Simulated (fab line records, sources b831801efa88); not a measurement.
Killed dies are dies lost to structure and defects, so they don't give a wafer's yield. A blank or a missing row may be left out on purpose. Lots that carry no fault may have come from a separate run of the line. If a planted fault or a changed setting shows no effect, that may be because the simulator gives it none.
Which tool is to blame? ; flow gf180mcu ; Sampling: 12 lots, 36 wafers, 2 of 602 route steps

WHAT THE GAUGES SHOWED, per wafer
GF_V2_RS_MEAS_24: a four-point-probe measurement. Usual: V2_W_RS typically reads 0.331 ohm/sq, with standard deviation 0.0032.
lot;measured;on;V2_W_RS (ohm/sq);flag
L865;day 21 04:26;film_metro-03;0.329 0.338 0.335;
L868;day 22 08:41;film_metro-02;0.330 0.338 0.328;
L869;day 22 17:06;film_metro-03;0.332 0.333 0.336;
L872;day 23 20:31;film_metro-02;0.329 0.330 0.321;
L873;day 24 09:14;film_metro-03;0.338 0.327 0.329;
L874;day 24 15:31;film_metro-03;0.330 0.331 0.328;
L875;day 24 21:09;film_metro-03;0.332 0.326 0.327;
L876;day 25 03:05;film_metro-02;0.329 0.333 0.332;
L878;day 25 16:49;film_metro-02;0.334 0.335 0.331;
L884;day 27 13:13;film_metro-02;0.331 0.329 0.329;
L885;day 27 20:05;film_metro-02;0.332 0.332 0.334;
L886;day 28 01:20;film_metro-03;0.326 0.327 0.325;

TOOL THAT RAN EACH LOT (tool first, then ch and the chambers of the sampled wafers, then the start)
lot;GF_M2_SPUTTER_01
L865;pvd_sputter-04, day 19 01:33
L868;pvd_sputter-01, day 20 07:22
L869;pvd_sputter-01, day 20 14:55
L872;pvd_sputter-03, day 21 19:35
L873;pvd_sputter-03, day 22 08:50
L874;pvd_sputter-04, day 22 15:14
L875;pvd_sputter-03, day 22 21:12
L876;pvd_sputter-01, day 23 03:42
L878;pvd_sputter-04, day 23 17:29
L884;pvd_sputter-04, day 25 17:14
L885;pvd_sputter-04, day 26 01:04
L886;pvd_sputter-04, day 26 06:37
- GF_M2_SPUTTER_01: material TiN, target thk 30 nm, time 25 s.

AS READ BY THE TOOLS THEMSELVES (means over the sampled wafers that have a number; for cases with no such wafer, the mark the record gives instead)
GF_M2_SPUTTER_01. Usual: throttle_valve_pct 30.3 %, standard deviation 0.75.
lot;tool;throttle_valve_pct (%);flag
L865;pvd_sputter-04;30.2;
L868;pvd_sputter-01;30.4;
L869;pvd_sputter-01;30.4;
L872;pvd_sputter-03;30.3;
L873;pvd_sputter-03;30.5;
L874;pvd_sputter-04;30.2;
L875;pvd_sputter-03;30.4;
L876;pvd_sputter-01;29.9;
L878;pvd_sputter-04;30.5;
L884;pvd_sputter-04;30.1;
L885;pvd_sputter-04;30.1;
L886;pvd_sputter-04;30.8;

THE ANSWER, worked out from the rows above alone
Rule: a lot counts as off when the mean over its wafers that have a number is more than 3 standard deviations away from the usual mean. Also off: a lot with no number at a reading for which 4 or more lots have one. Any other lot the step has rows for is counted as sound. First the gauges in route order, then the tools' own readings, where a lot's mean is used as printed above. At the first step where some lot is off, the reading lying furthest off is the one used; lots without a number count as furthest.
None of the lots is off at any reading shown; this tells nothing.

WHAT WAS PUT IN BY THE SIMULATOR
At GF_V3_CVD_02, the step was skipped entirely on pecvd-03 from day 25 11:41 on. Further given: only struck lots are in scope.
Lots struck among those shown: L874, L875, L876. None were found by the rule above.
